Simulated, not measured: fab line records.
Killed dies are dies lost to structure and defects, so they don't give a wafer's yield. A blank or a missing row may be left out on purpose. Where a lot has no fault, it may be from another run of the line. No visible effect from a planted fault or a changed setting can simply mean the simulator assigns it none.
8D (eight disciplines) problem report, filled in by code ; flow sky130 ; the parts of the form that need people (team, actions taken, sign-off) are left out

## 1. WHAT WENT WRONG
GATE_OXIDE_TW at SKY_GATE_OXIDE_TW_MEAS_14 reads a mean of 243.4 on 6 wafers of 2 lots; wafers without a fault read 225.5 with a standard deviation of 2.4. Relative to the usual mean, that is a shift of +7.5 standard deviations.
Earliest sighting: wafer L129.1 on filmMetro-01 at day 17 22:56. The record holds 36 wafers of 12 lots with a number at this step. By rule, "out" or "out of limits" means more than 4 standard deviations away from the usual mean. The other wafers with a number count as sound.

## 2. WHAT IT IS, AND WHAT IT ISN'T
question;is;is not
which readings at this step;GATE_OXIDE_TW;-
which lots;L129, L130;L118, L119, L122, L131, L133, L134, L137, L138, L139, L140
which wafers of those lots;all that have a number;-
read on which gauges;filmMetro-01, filmMetro-03;filmMetro-02
when;from day 17 22:56;"up to then (9 sound wafers); but 21 sound wafers of L131, L133, L134, L137, L138, L139, L140 came after"

## 3. SUSPECTS, AND WHAT RULES EACH OUT
Counting: any tool at a process step up to the reading is kept as a suspect provided that every lot that is out went through it and no sound lot did after the first of them.
- the gauge at SKY_GATE_OXIDE_TW_MEAS_14: ruled out. 2 gauges (filmMetro-01, filmMetro-03) read the wafers that are out.
- plasmaAsher-02 at SKY_NWELL_STRIP_14 (strips in O2/N2): kept. It ran every lot that is out, first L129 (day 7 13:15), and no sound lot after that.
- implanter-04 at SKY_GATE_OXIDE_IMPLANT_11: kept. It processed each lot that is out, first L129 at day 17 22:35, and no sound lot thereafter; up to then, the last sound lot it processed was L119 at day 14 08:03. Its own doseIonsCm2, faradayCurrentUA readings are out on those wafers.
Left after counting: plasmaAsher-02 at SKY_NWELL_STRIP_14, implanter-04 at SKY_GATE_OXIDE_IMPLANT_11.

## 4. THE CAUSE (what the simulator had put in)
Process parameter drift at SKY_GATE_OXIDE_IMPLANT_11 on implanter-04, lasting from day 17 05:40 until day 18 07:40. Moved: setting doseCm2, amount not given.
Counting leaves 2 suspects; this tool is one of them.

## 5. THE EFFECT CHAIN, in route order
Rows list readings where the struck wafers' mean (over those with a number) sits beyond 3 standard deviations from the usual. Readings are gone through only where the record gives a usual standard deviation; hours: the median, over the lots, of the time from a lot's start at the first step in this table giving one to that lot's start at this step; sigmas: the change measured in usual standard deviations.
hours;step;reading;usual;on struck wafers;change;sigmas
0;SKY_GATE_OXIDE_IMPLANT_11;doseIonsCm2;2.6e+12;3.4e+12;+7.6e+11;+99 or more
0;SKY_GATE_OXIDE_IMPLANT_11;faradayCurrentUA;14.68;19.01;+4.33;+15
0;SKY_GATE_OXIDE_TW_MEAS_14;GATE_OXIDE_TW;225.5;243.4;+17.9;+7.5
Its process steps:
- SKY_GATE_OXIDE_IMPLANT_11
At these later measuring or inspecting steps, every struck wafer for which the step has a row has a number for every such reading, and none has moved that far: SKY_RES_PROTECT_TW_MEAS_08.

## 6. HOW IT WOULD HAVE BEEN CAUGHT EARLIER
17 hours passed between the start of the fault at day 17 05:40 and the first reading out of limits at a measuring or inspecting step in this record, taken at day 17 22:56.
Tool's own readings at SKY_GATE_OXIDE_IMPLANT_11, doseIonsCm2, faradayCurrentUA: out on all struck wafers the step has rows for; an alarm limit on them would have tripped on the first.
Lots out: 2; of these, L130 started SKY_GATE_OXIDE_IMPLANT_11 on implanter-04 after day 17 22:56. A hold on the tool at that time would have spared it.
